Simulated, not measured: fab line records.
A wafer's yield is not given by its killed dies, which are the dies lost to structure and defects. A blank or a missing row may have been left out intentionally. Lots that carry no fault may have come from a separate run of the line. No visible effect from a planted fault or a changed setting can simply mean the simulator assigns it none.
Which tool was responsible? || flow gf180mcu || 13 lots with 39 wafers sampled at 4 steps, on a route of 602 steps

WHAT THE GAUGES READ, wafer by wafer
GF_VT_IMPLANT_RS_MEAS_47: the measuring method here is four-point-probe. Usual: NWELL_RS 487.7 ohm/sq, standard deviation 1.4.
{"lot": "L420", "measured": "day 8 00:46", "on": "film_metro-04", "NWELL_RS (ohm/sq)": "487.8 487.1 486.8", "flag": ""}
{"lot": "L421", "measured": "day 8 01:18", "on": "film_metro-01", "NWELL_RS (ohm/sq)": "489.3 489.3 488.6", "flag": ""}
{"lot": "L423", "measured": "day 8 15:43", "on": "film_metro-04", "NWELL_RS (ohm/sq)": "486.8 486.7 487.3", "flag": ""}
{"lot": "L424", "measured": "day 8 19:39", "on": "film_metro-01", "NWELL_RS (ohm/sq)": "487.8 486.9 488.8", "flag": ""}
{"lot": "L425", "measured": "day 8 23:35", "on": "film_metro-02", "NWELL_RS (ohm/sq)": "485.9 485.2 486.8", "flag": ""}
{"lot": "L426", "measured": "day 9 05:41", "on": "film_metro-02", "NWELL_RS (ohm/sq)": "487.7 487.2 488.4", "flag": ""}
{"lot": "L429", "measured": "day 10 10:02", "on": "film_metro-04", "NWELL_RS (ohm/sq)": "487.4 488.1 487.4", "flag": ""}
{"lot": "L434", "measured": "day 11 15:17", "on": "film_metro-01", "NWELL_RS (ohm/sq)": "481.6 480.4 479.6", "flag": "OFF"}
{"lot": "L435", "measured": "day 11 18:04", "on": "film_metro-01", "NWELL_RS (ohm/sq)": "481.1 479.9 479.9", "flag": "OFF"}
{"lot": "L437", "measured": "day 12 06:03", "on": "film_metro-01", "NWELL_RS (ohm/sq)": "488.0 489.4 489.3", "flag": ""}
{"lot": "L439", "measured": "day 12 23:28", "on": "film_metro-01", "NWELL_RS (ohm/sq)": "490.4 489.8 490.2", "flag": ""}
{"lot": "L440", "measured": "day 13 05:18", "on": "film_metro-02", "NWELL_RS (ohm/sq)": "488.2 487.8 489.0", "flag": ""}
{"lot": "L441", "measured": "day 13 12:27", "on": "film_metro-04", "NWELL_RS (ohm/sq)": "486.1 486.6 485.8", "flag": ""}

GF_V3_THK_MEAS_01. Usual: V3_CVD_00_THK 600 nm, standard deviation 5.7.
{"lot": "L420", "measured": "day 22 02:13", "on": "film_metro-02", "V3_CVD_00_THK (nm)": "599 595 597", "flag": ""}
{"lot": "L421", "measured": "day 22 02:34", "on": "film_metro-03", "V3_CVD_00_THK (nm)": "587 597 584", "flag": ""}
{"lot": "L423", "measured": "day 22 20:48", "on": "film_metro-01", "V3_CVD_00_THK (nm)": "597 601 609", "flag": ""}
{"lot": "L424", "measured": "day 23 01:41", "on": "film_metro-01", "V3_CVD_00_THK (nm)": "602 605 594", "flag": ""}
{"lot": "L425", "measured": "day 23 03:53", "on": "film_metro-03", "V3_CVD_00_THK (nm)": "591 602 595", "flag": ""}
{"lot": "L426", "measured": "day 23 17:28", "on": "film_metro-03", "V3_CVD_00_THK (nm)": "599 610 603", "flag": ""}
{"lot": "L429", "measured": "day 25 06:50", "on": "film_metro-03", "V3_CVD_00_THK (nm)": "611 607 609", "flag": ""}
{"lot": "L434", "measured": "day 26 12:00", "on": "film_metro-01", "V3_CVD_00_THK (nm)": "606 602 603", "flag": ""}
{"lot": "L435", "measured": "day 26 14:15", "on": "film_metro-01", "V3_CVD_00_THK (nm)": "603 601 600", "flag": ""}
{"lot": "L437", "measured": "day 27 06:18", "on": "film_metro-03", "V3_CVD_00_THK (nm)": "600 607 599", "flag": ""}
{"lot": "L439", "measured": "day 28 00:52", "on": "film_metro-01", "V3_CVD_00_THK (nm)": "594 596 592", "flag": ""}
{"lot": "L440", "measured": "day 28 04:10", "on": "film_metro-01", "V3_CVD_00_THK (nm)": "594 599 593", "flag": ""}
{"lot": "L441", "measured": "day 28 11:33", "on": "film_metro-02", "V3_CVD_00_THK (nm)": "597 595 596", "flag": ""}

WHAT TOOL EACH LOT RAN ON (gives the tool, then ch and the chambers of the sampled wafers, and finally the start)
{"lot": "L420", "GF_NWELL_IMPLANT_09": "implanter-01 ch 0, day 3 16:28", "GF_V1_CMP_04": "cmp-01 ch 0,1,3, day 17 18:20"}
{"lot": "L421", "GF_NWELL_IMPLANT_09": "implanter-02 ch 0, day 3 16:30", "GF_V1_CMP_04": "cmp-01 ch 1,3, day 17 19:26"}
{"lot": "L423", "GF_NWELL_IMPLANT_09": "implanter-02 ch 0, day 4 06:08", "GF_V1_CMP_04": "cmp-01 ch 0,3, day 18 14:23"}
{"lot": "L424", "GF_NWELL_IMPLANT_09": "implanter-02 ch 0, day 4 08:24", "GF_V1_CMP_04": "cmp-02 ch 1,3, day 18 20:03"}
{"lot": "L425", "GF_NWELL_IMPLANT_09": "implanter-01 ch 0, day 4 11:57", "GF_V1_CMP_04": "cmp-02 ch 0,3, day 18 22:09"}
{"lot": "L426", "GF_NWELL_IMPLANT_09": "implanter-02 ch 0, day 4 17:13", "GF_V1_CMP_04": "cmp-01 ch 1,2, day 19 11:46"}
{"lot": "L429", "GF_NWELL_IMPLANT_09": "implanter-01 ch 0, day 5 16:03", "GF_V1_CMP_04": "cmp-01 ch 0,1,2, day 21 04:08"}
{"lot": "L434", "GF_NWELL_IMPLANT_09": "implanter-02 ch 0, day 6 16:04", "GF_V1_CMP_04": "cmp-01 ch 0,1,3, day 22 14:16"}
{"lot": "L435", "GF_NWELL_IMPLANT_09": "implanter-02 ch 0, day 6 17:02", "GF_V1_CMP_04": "cmp-02 ch 0,2,3, day 22 16:56"}
{"lot": "L437", "GF_NWELL_IMPLANT_09": "implanter-01 ch 0, day 7 04:21", "GF_V1_CMP_04": "cmp-02 ch 0,1,2, day 23 10:53"}
{"lot": "L439", "GF_NWELL_IMPLANT_09": "implanter-04 ch 0, day 7 15:26", "GF_V1_CMP_04": "cmp-02 ch 2,3, day 24 07:24"}
{"lot": "L440", "GF_NWELL_IMPLANT_09": "implanter-01 ch 0, day 7 21:01", "GF_V1_CMP_04": "cmp-02 ch 0,1,3, day 24 09:20"}
{"lot": "L441", "GF_NWELL_IMPLANT_09": "implanter-01 ch 0, day 8 01:54", "GF_V1_CMP_04": "cmp-02 ch 1,2,3, day 24 17:38"}
- GF_NWELL_IMPLANT_09
- GF_V1_CMP_04: polishes SiO2.

WHAT THE TOOLS THEMSELVES READ (means of the sampled wafers that have a number; where no wafer has one, the mark that the record gives instead)
GF_NWELL_IMPLANT_09. Usual: dose_ions_cm2 4e+12, standard deviation 4.1e+09; end_station_pressure_torr 5.05e-06 Torr, standard deviation 2.6e-07; tilt_deg 0.001 degrees, standard deviation 0.02.
{"lot": "L420", "tool": "implanter-01", "dose_ions_cm2": 4e+12, "end_station_pressure_torr (Torr)": 5.09e-06, "tilt_deg (degrees)": -0.027, "flag": ""}
{"lot": "L421", "tool": "implanter-02", "dose_ions_cm2": 4e+12, "end_station_pressure_torr (Torr)": 5.01e-06, "tilt_deg (degrees)": 0.021, "flag": ""}
{"lot": "L423", "tool": "implanter-02", "dose_ions_cm2": 4e+12, "end_station_pressure_torr (Torr)": 5.00e-06, "tilt_deg (degrees)": 0.020, "flag": ""}
{"lot": "L424", "tool": "implanter-02", "dose_ions_cm2": 4e+12, "end_station_pressure_torr (Torr)": 5.09e-06, "tilt_deg (degrees)": 0.021, "flag": ""}
{"lot": "L425", "tool": "implanter-01", "dose_ions_cm2": 4e+12, "end_station_pressure_torr (Torr)": 5.11e-06, "tilt_deg (degrees)": -0.019, "flag": ""}
{"lot": "L426", "tool": "implanter-02", "dose_ions_cm2": 4e+12, "end_station_pressure_torr (Torr)": 5.15e-06, "tilt_deg (degrees)": -0.001, "flag": ""}
{"lot": "L429", "tool": "implanter-01", "dose_ions_cm2": 4e+12, "end_station_pressure_torr (Torr)": 5.12e-06, "tilt_deg (degrees)": -0.008, "flag": ""}
{"lot": "L434", "tool": "implanter-02", "dose_ions_cm2": 4e+12, "end_station_pressure_torr (Torr)": 5.28e-06, "tilt_deg (degrees)": 3.181, "flag": "OFF"}
{"lot": "L435", "tool": "implanter-02", "dose_ions_cm2": 4e+12, "end_station_pressure_torr (Torr)": 5.01e-06, "tilt_deg (degrees)": 3.154, "flag": "OFF"}
{"lot": "L437", "tool": "implanter-01", "dose_ions_cm2": 4e+12, "end_station_pressure_torr (Torr)": 4.83e-06, "tilt_deg (degrees)": 0.016, "flag": ""}
{"lot": "L439", "tool": "implanter-04", "dose_ions_cm2": 4e+12, "end_station_pressure_torr (Torr)": 5.18e-06, "tilt_deg (degrees)": 0.020, "flag": ""}
{"lot": "L440", "tool": "implanter-01", "dose_ions_cm2": 4e+12, "end_station_pressure_torr (Torr)": 5.05e-06, "tilt_deg (degrees)": -0.004, "flag": ""}
{"lot": "L441", "tool": "implanter-01", "dose_ions_cm2": 4e+12, "end_station_pressure_torr (Torr)": 5.01e-06, "tilt_deg (degrees)": -0.003, "flag": ""}

GF_V1_CMP_04. Usual: motor_current_A 11.5 A, standard deviation 0.7; time_to_endpoint_s 81 s, standard deviation 4.8.
{"lot": "L420", "tool": "cmp-01", "motor_current_A (A)": 11.3, "time_to_endpoint_s (s)": 86, "flag": ""}
{"lot": "L421", "tool": "cmp-01", "motor_current_A (A)": 10.9, "time_to_endpoint_s (s)": 84, "flag": ""}
{"lot": "L423", "tool": "cmp-01", "motor_current_A (A)": 11.0, "time_to_endpoint_s (s)": 73, "flag": ""}
{"lot": "L424", "tool": "cmp-02", "motor_current_A (A)": 11.6, "time_to_endpoint_s (s)": 87, "flag": ""}
{"lot": "L425", "tool": "cmp-02", "motor_current_A (A)": 12.2, "time_to_endpoint_s (s)": 80, "flag": ""}
{"lot": "L426", "tool": "cmp-01", "motor_current_A (A)": 11.5, "time_to_endpoint_s (s)": 82, "flag": ""}
{"lot": "L429", "tool": "cmp-01", "motor_current_A (A)": 11.8, "time_to_endpoint_s (s)": 76, "flag": ""}
{"lot": "L434", "tool": "cmp-01", "motor_current_A (A)": 11.4, "time_to_endpoint_s (s)": 81, "flag": ""}
{"lot": "L435", "tool": "cmp-02", "motor_current_A (A)": 12.2, "time_to_endpoint_s (s)": 81, "flag": ""}
{"lot": "L437", "tool": "cmp-02", "motor_current_A (A)": 11.5, "time_to_endpoint_s (s)": 75, "flag": ""}
{"lot": "L439", "tool": "cmp-02", "motor_current_A (A)": 12.3, "time_to_endpoint_s (s)": 77, "flag": ""}
{"lot": "L440", "tool": "cmp-02", "motor_current_A (A)": 11.9, "time_to_endpoint_s (s)": 76, "flag": ""}
{"lot": "L441", "tool": "cmp-02", "motor_current_A (A)": 11.4, "time_to_endpoint_s (s)": 80, "flag": ""}

THE ANSWER, worked out from the rows above alone
Rule: take the mean of a lot's wafers that have a number; if it is more than 3 standard deviations from the usual mean, the lot is off. A lot without any number at a reading at which 4 lots or more have one is off too. All remaining lots with rows at the step are treated as sound. First the gauges in route order, then the tools' own readings, where a lot's mean is used as printed above. The first step at which some lot is off is used, and at that step the reading that is off furthest; a lot without a number counts as furthest.
Off: at GF_VT_IMPLANT_RS_MEAS_47 (NWELL_RS), L434, L435.
A tool fits if, at a process step before that reading, it ran every lot that is off, and no sound lot after the first of them. Not tried: the gauges at GF_VT_IMPLANT_RS_MEAS_47; whatever is off there is also off at GF_NWELL_IMPLANT_09, on other tools, and gauge error can't account for it. One candidate fits, namely implanter-02 at GF_NWELL_IMPLANT_09. A fault onset in the window from L426 (day 4 17:13, its last sound lot) to L434 (day 6 16:04, its first lot off) fits.
The tool's own readings at GF_NWELL_IMPLANT_09 bear it out: on the lots that are off they differ by more than 5 times the standard deviation of the sound lots' means. tilt_deg reads 3.167 degrees there against 0.003 degrees on the sound lots.

WHAT WAS PUT IN BY THE SIMULATOR
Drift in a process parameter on implanter-02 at GF_NWELL_IMPLANT_09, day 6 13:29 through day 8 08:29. The setting tilt_deg was moved by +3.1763, starting from 0. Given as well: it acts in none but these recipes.
Struck lots among those shown: L434, L435. The rule above reached the same finding.
